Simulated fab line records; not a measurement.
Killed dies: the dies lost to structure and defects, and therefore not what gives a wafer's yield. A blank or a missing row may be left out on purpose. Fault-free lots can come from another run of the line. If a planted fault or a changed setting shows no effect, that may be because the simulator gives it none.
The tool behind it: which one? ; flow sfq line ; 21 wafers from 7 lots sampled at 3 of the route's 325 steps

WHAT EACH GAUGE READ, for each wafer
SFQ_M6_RS_MEAS_938: a four-point-probe measurement.
lot;measured;on;M6_NB_RS (ohm/sq)
L667;day 60 04:47;film metro-04;0.920 0.915 0.913
L669;day 60 08:25;film metro-03;0.880 0.870 0.877
L671;day 65 17:57;film metro-02;0.884 0.880 0.881
L675;day 66 01:08;film metro-02;0.890 0.894 0.901
L681;day 71 20:26;film metro-03;0.915 0.895 0.886
L685;day 72 10:35;film metro-03;0.883 0.903 0.890
L689;day 73 03:26;film metro-04;0.881 0.885 0.886

TOOL THAT RAN EACH LOT (tool first, then ch and the chambers of the sampled wafers, then the start)
lot;SFQ_TRILAYER_M5_STRIP_STRIP_127;SFQ_TRILAYER_M6_DEP_SPUTTER_157
L667;rie metal-03 ch 0,1, day 52 10:04;pvd sputter-04, day 60 04:41
L669;rie metal-03 ch 0,1, day 52 12:28;pvd sputter-06, day 60 08:19
L671;rie metal-03 ch 0,1, day 54 20:43;pvd sputter-06, day 65 17:50
L675;rie metal-01 ch 0,1, day 55 19:08;pvd sputter-05, day 66 01:02
L681;rie metal-03 ch 0,1, day 62 04:51;pvd sputter-04, day 71 20:19
L685;rie metal-01 ch 0,1, day 62 09:27;pvd sputter-04, day 72 10:30
L689;rie metal-03 ch 0,1, day 68 13:35;pvd sputter-05, day 73 03:18
- SFQ_TRILAYER_M5_STRIP_STRIP_127: strips in O2.
- SFQ_TRILAYER_M6_DEP_SPUTTER_157: material Nb, target thk 200 nm, time 133.3 s.

THE ANSWER, worked out from the rows above alone
Rule: usual is defined by the lots themselves. Put in order of their means at a reading, lots are off if they are a third of the lots or fewer, leave a main group of 4 or more, and stand apart from it by a gap of 3 or more times the standard deviation of the main group's means; of several such gaps the widest counts. A main group is skipped when, at the precision printed for the reading in the tables above, its means are all equal. Also off: a lot with no number at a reading for which 4 or more lots have one. Any other lot the step has rows for is counted as sound.
None of the lots is off at any reading shown; this tells nothing.

WHAT THE SIMULATOR HAD INSERTED
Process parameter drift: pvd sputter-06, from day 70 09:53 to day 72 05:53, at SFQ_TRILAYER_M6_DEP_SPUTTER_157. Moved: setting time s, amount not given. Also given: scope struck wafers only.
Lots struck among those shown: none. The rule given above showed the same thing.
